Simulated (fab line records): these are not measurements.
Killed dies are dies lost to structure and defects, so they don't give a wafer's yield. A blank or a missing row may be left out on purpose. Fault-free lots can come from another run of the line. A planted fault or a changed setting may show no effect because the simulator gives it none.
Which tool is to blame? + flow gf180mcu + 33 wafers from 11 lots sampled at 7 of the route's 602 steps

## WHAT EACH GAUGE READ, for each wafer
GF_V2_THK_MEAS_03.
| lot  | measured     | on            | V2_CVD_02_THK (nm) |
|------|--------------|---------------|--------------------|
| L285 | day 19 14:38 | film metro-03 | 858 859 857        |
| L287 | day 20 11:34 | film metro-03 | 832 849 852        |
| L289 | day 21 01:37 | film metro-01 | 837 831 848        |
| L293 | day 22 11:14 | film metro-02 | 837 860 864        |
| L294 | day 22 18:55 | film metro-03 | 850 851 858        |
| L301 | day 25 23:00 | film metro-01 | 860 862 854        |
| L302 | day 26 08:59 | film metro-03 | 828 842 844        |
| L303 | day 26 09:05 | film metro-03 | 830 830 833        |
| L305 | day 26 19:14 | film metro-03 | 833 849 844        |
| L304 | day 27 03:55 | film metro-02 | 845 855 851        |
| L307 | day 27 14:50 | film metro-02 | 835 845 863        |

GF_V2_RS_MEAS_24: measurement is done with a four-point probe.
| lot  | measured     | on            | V2_W_RS (ohm/sq)  |
|------|--------------|---------------|-------------------|
| L285 | day 20 15:19 | film metro-02 | 0.328 0.317 0.328 |
| L287 | day 21 13:04 | film metro-02 | 0.326 0.327 0.323 |
| L289 | day 22 02:18 | film metro-01 | 0.324 0.320 0.323 |
| L293 | day 23 11:31 | film metro-02 | 0.327 0.448 0.326 |
| L294 | day 23 18:59 | film metro-03 | 0.320 0.438 0.325 |
| L301 | day 26 21:31 | film metro-03 | 0.323 0.329 0.320 |
| L302 | day 27 07:20 | film metro-03 | 0.328 0.329 0.327 |
| L303 | day 27 08:01 | film metro-02 | 0.333 0.322 0.332 |
| L305 | day 27 17:30 | film metro-03 | 0.328 0.327 0.324 |
| L304 | day 28 02:15 | film metro-01 | 0.333 0.329 0.331 |
| L307 | day 28 11:37 | film metro-01 | 0.328 0.330 0.334 |

GF_V2_THK_MEAS_25: measures by xrf.
| lot  | measured     | on            | V2_W_THK (nm) |
|------|--------------|---------------|---------------|
| L285 | day 20 15:24 | film metro-02 | 342 353 343   |
| L287 | day 21 13:11 | film metro-02 | 343 344 346   |
| L289 | day 22 02:25 | film metro-01 | 351 355 353   |
| L293 | day 23 11:38 | film metro-02 | 342 254 346   |
| L294 | day 23 19:05 | film metro-03 | 354 259 347   |
| L301 | day 26 21:37 | film metro-03 | 349 342 352   |
| L302 | day 27 07:28 | film metro-03 | 343 344 344   |
| L303 | day 27 08:08 | film metro-02 | 335 343 339   |
| L305 | day 27 17:37 | film metro-03 | 343 348 348   |
| L304 | day 28 02:22 | film metro-01 | 341 344 341   |
| L307 | day 28 11:44 | film metro-01 | 347 345 338   |

GF_M3_CD_MEAS_14: the cd target is 280 nm.
| lot  | measured     | on        | cd nm (nm)        |
|------|--------------|-----------|-------------------|
| L285 | day 21 15:23 | cd sem-02 | 280.7 280.4 280.5 |
| L287 | day 22 13:11 | cd sem-01 | 281.1 281.0 283.0 |
| L289 | day 23 02:10 | cd sem-01 | 282.4 281.3 281.9 |
| L293 | day 24 10:48 | cd sem-01 | 283.3 283.1 283.2 |
| L294 | day 24 17:30 | cd sem-01 | 279.2 280.2 281.0 |
| L301 | day 27 18:26 | cd sem-01 | 278.6 279.7 279.2 |
| L302 | day 28 03:59 | cd sem-02 | 281.3 281.3 280.9 |
| L303 | day 28 04:41 | cd sem-02 | 281.0 279.7 279.6 |
| L305 | day 28 13:39 | cd sem-02 | 281.2 281.1 281.4 |
| L304 | day 28 21:45 | cd sem-02 | 280.4 281.7 280.0 |
| L307 | day 29 07:29 | cd sem-02 | 280.6 279.4 280.5 |

## EACH LOT AND THE TOOL THAT RAN IT (in order: tool; ch and the chambers of the sampled wafers; start)
| lot  | GF_M2_SPUTTER_02             | GF_V2_CVD_23                  | GF_V2_CMP_26                  |
|------|------------------------------|-------------------------------|-------------------------------|
| L285 | pvd sputter-04, day 18 14:08 | cvd w-01 ch 0,1, day 20 15:10 | cmp-01 ch 0,1, day 20 15:29   |
| L287 | pvd sputter-01, day 19 10:19 | cvd w-01 ch 0,1, day 21 12:57 | cmp-02 ch 0,3, day 21 13:17   |
| L289 | pvd sputter-03, day 20 00:55 | cvd w-01 ch 0,1, day 22 02:10 | cmp-02 ch 1,2,3, day 22 02:28 |
| L293 | pvd sputter-03, day 21 10:29 | cvd w-01 ch 1, day 23 11:23   | cmp-01 ch 0,3, day 23 11:41   |
| L294 | pvd sputter-03, day 21 18:23 | cvd w-01 ch 0,1, day 23 18:50 | cmp-01 ch 1,2,3, day 23 19:11 |
| L301 | pvd sputter-03, day 25 01:00 | cvd w-01 ch 0,1, day 26 21:25 | cmp-01 ch 0,1,2, day 26 21:46 |
| L302 | pvd sputter-01, day 25 10:46 | cvd w-02 ch 0,1, day 27 07:13 | cmp-01 ch 0,2,3, day 27 07:37 |
| L303 | pvd sputter-04, day 25 11:04 | cvd w-01 ch 0,1, day 27 07:54 | cmp-01 ch 0,1,3, day 27 08:11 |
| L305 | pvd sputter-04, day 25 22:06 | cvd w-01 ch 1, day 27 17:22   | cmp-01 ch 0,3, day 27 17:40   |
| L304 | pvd sputter-03, day 26 05:41 | cvd w-02 ch 0,1, day 28 02:07 | cmp-01 ch 0,1, day 28 02:25   |
| L307 | pvd sputter-04, day 26 17:29 | cvd w-02 ch 0,1, day 28 11:31 | cmp-01 ch 1,2,3, day 28 11:51 |
- GF_M2_SPUTTER_02: material AlCu, target thk 450 nm, time 23.9 s.
- GF_V2_CVD_23: deposits W, target thk 350 nm, time 104.94 s.
- GF_V2_CMP_26: polishes, stops on SiO2, t overpolish 15 s, target thk 0 nm.

## WHAT THE TOOLS THEMSELVES READ (means of the sampled wafers that have a number; where no wafer has one, the mark that the record gives instead)
GF_M2_SPUTTER_02.
| lot  | tool           | cathode dc power W (W) | throttle valve pct (%) |
|------|----------------|------------------------|------------------------|
| L285 | pvd sputter-04 | 10601                  | 29.9                   |
| L287 | pvd sputter-01 | 10600                  | 31.7                   |
| L289 | pvd sputter-03 | 10600                  | 28.0                   |
| L293 | pvd sputter-03 | 10601                  | 29.9                   |
| L294 | pvd sputter-03 | 10600                  | 29.7                   |
| L301 | pvd sputter-03 | 10601                  | 28.0                   |
| L302 | pvd sputter-01 | 10600                  | 31.1                   |
| L303 | pvd sputter-04 | 10600                  | 29.7                   |
| L305 | pvd sputter-04 | 10600                  | 29.4                   |
| L304 | pvd sputter-03 | 10600                  | 30.2                   |
| L307 | pvd sputter-04 | 10602                  | 29.8                   |

GF_V2_CVD_23.
| lot  | tool     | heater power w (W) |
|------|----------|--------------------|
| L285 | cvd w-01 | 872                |
| L287 | cvd w-01 | 843                |
| L289 | cvd w-01 | 883                |
| L293 | cvd w-01 | 923                |
| L294 | cvd w-01 | 842                |
| L301 | cvd w-01 | 860                |
| L302 | cvd w-02 | 869                |
| L303 | cvd w-01 | 898                |
| L305 | cvd w-01 | 937                |
| L304 | cvd w-02 | 859                |
| L307 | cvd w-02 | 866                |

GF_V2_CMP_26.
| lot  | tool   | motor current A (A) | time to endpoint s (s) |
|------|--------|---------------------|------------------------|
| L285 | cmp-01 | 11.1                | 85                     |
| L287 | cmp-02 | 10.8                | 82                     |
| L289 | cmp-02 | 10.7                | 85                     |
| L293 | cmp-01 | 10.9                | 75                     |
| L294 | cmp-01 | 10.0                | 78                     |
| L301 | cmp-01 | 10.4                | 80                     |
| L302 | cmp-01 | 10.4                | 79                     |
| L303 | cmp-01 | 10.4                | 79                     |
| L305 | cmp-01 | 10.8                | 78                     |
| L304 | cmp-01 | 11.2                | 81                     |
| L307 | cmp-01 | 10.0                | 88                     |

## THE ANSWER, worked out from the rows above alone
Rule: usual is defined by the lots themselves. Put in order of their means at a reading, lots are off if they are a third of the lots or fewer, leave a main group of 4 or more, and stand apart from it by a gap of 3 or more times the standard deviation of the main group's means; of several such gaps the widest counts. The tables above print the reading to a certain number of digits; a main group whose means all agree to those digits is not used. Also off: a lot with no number at a reading for which 4 or more lots have one. The other lots that the step has rows for count as sound. First the gauges in route order, then the tools' own readings, where a lot's mean is used as printed above. At the first step where some lot is off, the reading lying furthest off is the one used; lots without a number count as furthest.
Off: L293, L294, seen at GF_V2_RS_MEAS_24 (V2_W_RS). The main group: mean 0.327 ohm/sq, standard deviation 0.0029.
A tool fits if, at a process step before that reading, it ran every lot that is off, and no sound lot after the first of them. Gauges at GF_V2_RS_MEAS_24: tried the same way as those tools. No candidate that was tried fits.

## WHAT THE SIMULATOR HAD PUT IN
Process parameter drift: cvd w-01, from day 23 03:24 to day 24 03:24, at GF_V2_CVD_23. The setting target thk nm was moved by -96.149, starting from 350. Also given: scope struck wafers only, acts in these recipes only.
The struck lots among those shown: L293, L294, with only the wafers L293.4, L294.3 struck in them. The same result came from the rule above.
